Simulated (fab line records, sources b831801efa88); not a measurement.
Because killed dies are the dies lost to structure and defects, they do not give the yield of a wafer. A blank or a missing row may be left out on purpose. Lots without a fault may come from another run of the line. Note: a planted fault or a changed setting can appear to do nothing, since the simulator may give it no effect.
Chamber matching | flow sfqLine | SFQ_TRILAYER_I3_VIA_ETCH_VIA_ETCH_088 on rieDiel-03: 4 sister chambers
The step etches SiO2 in CHF3, stops on Nb, target depth 260 nm. 16 wafers are shown with their chamber, then 8 later ones without.

== WAFERS PAIRED WITH THEIR CHAMBERS ==
wafer  | chamber | drypumpMotorCurrentA (A) | oesProductAu (a.u.)
L360.1 | 2       | 6.1                      | 0.854
L360.3 | 0       | 5.1                      | 0.852
L360.4 | 1       | 5.6                      | 0.855
L361.3 | 0       | 5.2                      | 0.852
L361.4 | 3       | 6.1                      | 0.864
L361.5 | 0       | 5.1                      | 0.862
L362.4 | 0       | 5.1                      | 0.848
L362.5 | 3       | 6.2                      | 0.851
L362.6 | 2       | 6.1                      | 0.848
L367.1 | 0       | 5.2                      | 0.848
L367.3 | 1       | 5.6                      | 0.849
L367.6 | 3       | 6.2                      | 0.842
L370.3 | 0       | 5.2                      | 0.850
L370.5 | 1       | 5.6                      | 0.848
L370.6 | 0       | 5.2                      | 0.861
L371.2 | 0       | 5.2                      | 0.860

SIGNATURES (means of the wafers above)
reading              | chamber 0 | chamber 1 | chamber 2 | chamber 3 | scatter within a chamber
drypumpMotorCurrentA | 5.162     | 5.600     | 6.100     | 6.167     | 0.046
oesProductAu         | 0.85413   | 0.85067   | 0.85100   | 0.85233   | 0.00668
Rule: a wafer lies at a distance from a chamber equal to the root of the sum of squares, over the readings, of (its reading less the chamber's mean, divided by the reading's scatter). If the next closest chamber is less than 2 further off than the closest, the wafer can't be placed; otherwise it belongs to the closest. The scatter: the root of (the sum of the squares of (reading less its chamber's mean) over the shown wafers, divided by (wafers less chambers)).

== WAFERS MISSING THEIR CHAMBER ==
wafer  | drypumpMotorCurrentA (A) | oesProductAu (a.u.)
L371.3 | 6.2                      | 0.859
L371.4 | 5.6                      | 0.847
L374.1 | 5.2                      | 0.847
L374.3 | 6.2                      | 0.842
L374.5 | 6.2                      | 0.846
L381.1 | 6.1                      | 0.855
L381.3 | 5.2                      | 0.859
L381.4 | 5.6                      | 0.858

== WHICH CHAMBER EACH ONE RAN IN ==
wafer  | from the rows above     | in truth
L371.3 | can't be placed: 3 or 2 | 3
L371.4 | 1                       | 1
L374.1 | 0                       | 0
L374.3 | can't be placed: 3 or 2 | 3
L374.5 | can't be placed: 3 or 2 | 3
L381.1 | can't be placed: 2 or 3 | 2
L381.3 | 0                       | 0
L381.4 | 1                       | 1
Correct placement for 4 of the 8. Not placeable from these rows: 4 (in 4, the candidates include the true chamber). Number placed wrongly: 0.
